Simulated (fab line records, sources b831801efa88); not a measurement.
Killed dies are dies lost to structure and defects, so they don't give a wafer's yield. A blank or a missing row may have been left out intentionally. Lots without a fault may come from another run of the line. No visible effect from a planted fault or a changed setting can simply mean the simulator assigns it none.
Problem report, 8D (eight disciplines) form, completed by code	flow gf180mcu	the parts of the form that need people (team, actions taken, sign-off) are left out

1. PROBLEM STATEMENT
Wafers without a fault read 85.4 s, standard deviation 2.6; time_to_endpoint_s at GF_V5_CMP_26 reads a mean of 47.6 s on 3 wafers belonging to 3 lots. Measured from the usual mean, that is -15 standard deviations.
The step: polishes, stops on SiO2, t overpolish 15 s, target thk 0 nm.
First seen on wafer L348.3, day 28 06:38, on cmp-01. Wafers with a number at this step in the record: 40, from 14 lots. Rule for "out" (also "out of limits"): further than 4 standard deviations from the usual mean. Any other wafer with a number is counted as sound.

2. WHAT IT IS; WHAT IT IS NOT
question	is	is not
which readings at this step	time_to_endpoint_s	edge_zone_pressure_frac, motor_current_A, overpolish_run_s
which lots	L348, L351, L352	L345, L346, L350, L357, L358, L361, L362, L363, L365, L366, L367
which wafers of those lots	L348.3, L351.5, L352.5	L348.1, L351.6, L352.2, L352.6
read on which tools	cmp-01	cmp-02
when	from day 28 06:38	up to then (7 sound wafers); but 30 sound wafers of L350, L351, L352, L357, L358, L361, L362, L363, L365, L366, L367 came after

3. SUSPECTS, AND WHAT RULES EACH OUT
Counting: any tool at a process step up to the reading remains a suspect provided it ran every lot that is out. Sound lots after the first of them don't rule it out here, since some wafers of a struck lot are sound.
- cmp-01 at GF_V5_CMP_26 (polishes, stops on SiO2, t overpolish 15 s, target thk 0 nm): kept. Every lot that is out went through it, the first being L348 (day 28 06:38); the last sound lot it ran before that was L346 (day 27 15:39). On those wafers its own readings are out: time_to_endpoint_s.
Remaining after the count: cmp-01 at GF_V5_CMP_26.

4. THE CAUSE (what the simulator had put in)
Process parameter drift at GF_V5_CMP_26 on cmp-01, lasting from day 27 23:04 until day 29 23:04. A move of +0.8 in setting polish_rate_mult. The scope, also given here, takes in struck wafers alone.
After counting, this tool was the only one left.

5. SEQUENCE OF EFFECTS, ordered by route
Each row: a reading where the mean over the struck wafers with a number is more than 3 standard deviations away from the usual. Scope: only readings with a usual standard deviation given in the record; hours: median across lots of the time from each lot's start at the first step in this table that gives one to its start at this step; sigmas: change in usual standard deviations.
hours	step	reading	usual	on struck wafers	change	sigmas
0	GF_V5_CMP_26	time_to_endpoint_s	85.4 s	47.6	-37.8	-15
Here are the process steps it includes:
- GF_V5_CMP_26: polishes, stops on SiO2, t overpolish 15 s, target thk 0 nm.
Later measuring or inspecting steps at which every struck wafer that the step has a row for has a number for every such reading, and none has moved that far: GF_TOP_METAL_OVL_MEAS_15.

6. HOW IT WOULD HAVE BEEN CAUGHT EARLIER
In this record no reading fell out of limits until day 28 06:38, 8 hours after the fault had begun at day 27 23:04.
